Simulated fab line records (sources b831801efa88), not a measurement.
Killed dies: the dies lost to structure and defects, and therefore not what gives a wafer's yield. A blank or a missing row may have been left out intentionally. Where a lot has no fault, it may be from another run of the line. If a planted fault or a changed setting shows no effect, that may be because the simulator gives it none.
A lot that was struck, set against a sound lot | flow sky130 | 23 steps out of a route of 708
Sound: wafers L259.2, L259.3, L259.4. Wafers struck: L254.2, L254.4, L254.6. The cause is given at the end.
Per side, at each step with rows, come the tool, then ch with its chambers, and then its first start. Under that, the readings that differ: sound wafers | struck wafers | difference of the means | sigmas: that difference in standard deviations of wafers without a fault.
alike: a reading whose means differ by less than 2 such deviations, as well as words and numbers matching on both sides. not compared: withheld readings; readings where some wafer has no value; bounds like >300 that might hide an equal value; numbers whose values overlap and for which the record gives no deviation.
The two part at a step that has a row with sigmas, a row that says differs or no value, or rows on one side only. Numbers that have no deviation but don't overlap get no sigmas and don't part them. Lack of a reading on every wafer of one side parts them only where that side has two or more wafers.

SKY_PASSIVATION_CVD_00: deposits SiO2, target thk 90 nm.
  sound on pecvd-03 ch 0,1,2, day 46 23:34; struck on pecvd-04 ch 0,1, day 45 20:14
  alike: heater-power-w
SKY_PASSIVATION_THK_MEAS_01:
  struck on film-metro-03, day 45 20:16; sound on film-metro-03, day 46 23:35
  alike: PASSIVATION_CVD_00_THK
SKY_PASSIVATION_CVD_02: deposits Si3N4, target thk 540 nm.
  sound on pecvd-04 ch 0,1, day 46 23:38; struck on pecvd-02 ch 0,1,2, day 45 20:19
  alike: heater-power-w
SKY_PASSIVATION_THK_MEAS_03:
  struck on film-metro-03, day 45 20:33; sound on film-metro-02, day 46 23:52
  alike: PASSIVATION_CVD_02_THK
then, 7 steps without rows for these wafers: SKY_PASSIVATION_DEHYDRATE_04 (time 60 s); SKY_PASSIVATION_HMDS_05 (prime time 60 s); SKY_PASSIVATION_COAT_06 (resist thk 3000 nm); SKY_PASSIVATION_SOFTBAKE_07; SKY_PASSIVATION_EXPOSE_08 (exposes mask NSM, target cd 3000 nm); SKY_PASSIVATION_PEB_09; SKY_PASSIVATION_DEVELOP_10 (develop time 60 s).
SKY_PASSIVATION_ETCH_11: etches the open film in CF4/O2, stops on AlCu, target depth 725 nm, time 161.1 s.
  sound on rie-diel-03 ch 0,1,2, day 47 19:17; struck on rie-diel-02 ch 2, day 46 17:11
  alike: drypump-motor-current-A, oes-product-au, throttle-valve-pct
  not compared: rf-hours-counter-h
SKY_PASSIVATION_STRIP_12: strips in O2/N2.
  sound on plasma-asher-04 ch 0,1, day 47 19:23; struck on plasma-asher-01 ch 0,1, day 46 17:21
  no value came back on the struck wafers for chamber-pressure-mTorr (mTorr), drypump-motor-current-A (A), oes-product-au (a.u.), strip-time-to-endpoint-s (s); on the sound wafers chamber-pressure-mTorr (mTorr) reads 1502.1 1500.1 1501.2
  reading                                       | sound | struck         | difference | sigmas
  model.coat_of_PASSIVATION_COAT_06.thk-nm (nm) | 0 0 0 | 2502 2504 2509 | +2505      |
  not compared: rf-hours-counter-h
then, 7 steps without rows for these wafers: SKY_PAD_OPEN_DEHYDRATE_00 (time 60 s); SKY_PAD_OPEN_HMDS_01 (prime time 60 s); SKY_PAD_OPEN_COAT_02 (resist thk 3000 nm); SKY_PAD_OPEN_SOFTBAKE_03; SKY_PAD_OPEN_EXPOSE_04 (exposes mask PDM, target cd 60000 nm); SKY_PAD_OPEN_PEB_05; SKY_PAD_OPEN_DEVELOP_06 (develop time 60 s).
SKY_PAD_OPEN_ETCH_07: etches the open film in CF4/O2, stops on AlCu, target depth 725 nm, time 161.1 s.
  sound on rie-diel-03 ch 0,1,3, day 48 13:26; struck on rie-diel-01 ch 0,1,3, day 47 12:44
  alike: drypump-motor-current-A, oes-product-au, throttle-valve-pct
  not compared: rf-hours-counter-h
SKY_PAD_OPEN_STRIP_08: strips in O2/N2.
  sound on plasma-asher-04 ch 0,1, day 48 13:33; struck on plasma-asher-04 ch 0,1, day 47 12:51
  reading                      | sound             | struck            | difference | sigmas
  oes-product-au (a.u.)        | 0.663 0.665 0.666 | 0.695 0.690 0.691 | +0.027     | +6
  strip-time-to-endpoint-s (s) | 36.90 36.95 36.87 | 73.67 73.72 73.82 | +36.83     | +99 or more
  alike: chamber-pressure-mTorr, drypump-motor-current-A
  not compared: rf-hours-counter-h
then, 1 step without rows for these wafers: SKY_PAD_OPEN_STRIP_09 (strips in post etch residue remover, time 1200 s).

== WHERE THEY PART ==
Earliest at SKY_PASSIVATION_STRIP_12; latest, in this record, at SKY_PAD_OPEN_STRIP_08.

WHY: what had been put in by the simulator
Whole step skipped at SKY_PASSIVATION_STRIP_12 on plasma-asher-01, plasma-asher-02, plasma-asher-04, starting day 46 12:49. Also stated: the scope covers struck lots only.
